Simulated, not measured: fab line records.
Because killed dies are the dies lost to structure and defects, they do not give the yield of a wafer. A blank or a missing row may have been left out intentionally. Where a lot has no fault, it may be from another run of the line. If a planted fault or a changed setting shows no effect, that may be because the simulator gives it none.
Code-filled problem report in 8D (eight disciplines) form / flow gf180mcu / the parts of the form that need people (team, actions taken, sign-off) are left out

== 1. WHAT IS WRONG ==
At GF_VT_IMPLANT_IMPLANT_30, dose-ions-cm2 averages 2.5031e+12 over 6 wafers from 2 lots, while fault-free wafers read 2.5339e+12, standard deviation 2.9e+09. That puts it -11 standard deviations away from the usual mean.
First seen on wafer L398.1, day 9 07:29, on implanter-02. The record has a number at this step for 42 wafers belonging to 14 lots. Rule for "out" (also "out of limits"): further than 4 standard deviations from the usual mean. All remaining wafers that have a number are taken as sound.

== 2. WHAT IT IS, WHAT IT ISN'T ==
question=which readings at this step | is=dose-ions-cm2 | is not=-
question=which lots | is=L398, L400 | is not=L389, L390, L391, L393, L395, L397, L399, L406, L407, L408, L409, L411
question=which wafers of those lots | is=all that have a number | is not=-
question=read on which tools | is=implanter-02 | is not=implanter-03, implanter-04
question=when | is=from day 9 07:29 | is not=up to then (18 sound wafers); but 18 sound wafers of L399, L406, L407, L408, L409, L411 came after

== 3. SUSPECTS, AND WHAT RULES EACH OUT ==
Counting: a tool stays on the suspect list if, at a process step up to the reading, it processed all lots that are out and no sound lot following the first of them.
- implanter-02 at GF_VT_IMPLANT_IMPLANT_30: kept. It ran every lot that is out, first L398 (day 9 07:29), and no sound lot after that; its last sound lot up to then is L393 (day 8 01:23). Its own dose-ions-cm2 readings are out on those wafers.
The count leaves implanter-02 at GF_VT_IMPLANT_IMPLANT_30.

== 4. THE CAUSE (what the simulator had put in) ==
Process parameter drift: implanter-02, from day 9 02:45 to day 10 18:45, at GF_VT_IMPLANT_IMPLANT_30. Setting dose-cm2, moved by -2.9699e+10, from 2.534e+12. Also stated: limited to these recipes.
This tool alone remained once counting was done.

== 5. THE CHAIN OF EFFECTS, in route order ==
Each row: a reading where the mean over the struck wafers with a number is more than 3 standard deviations away from the usual. Only readings for which the record gives a usual standard deviation are gone through. hours: the time from each lot's start at the first step in this table that gives one to its start at this step, as a median over the lots. sigmas: the change in usual standard deviations.
hours=0; step=GF_VT_IMPLANT_IMPLANT_30; reading=dose-ions-cm2; usual=2.5339e+12; on struck wafers=2.5031e+12; change=-3.0833e+10; sigmas=-11
Its process steps:
- GF_VT_IMPLANT_IMPLANT_30
Later steps that measure or inspect, where all struck wafers having a row at the step show a number for every such reading and not one has moved that far: GF_CONTACT_CD_MEAS_14, GF_V3_CD_MEAS_14.

== 6. WHAT WOULD HAVE CAUGHT IT SOONER ==
In this record the first reading out of limits was taken at day 9 07:29, 5 hours after the fault began at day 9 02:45.
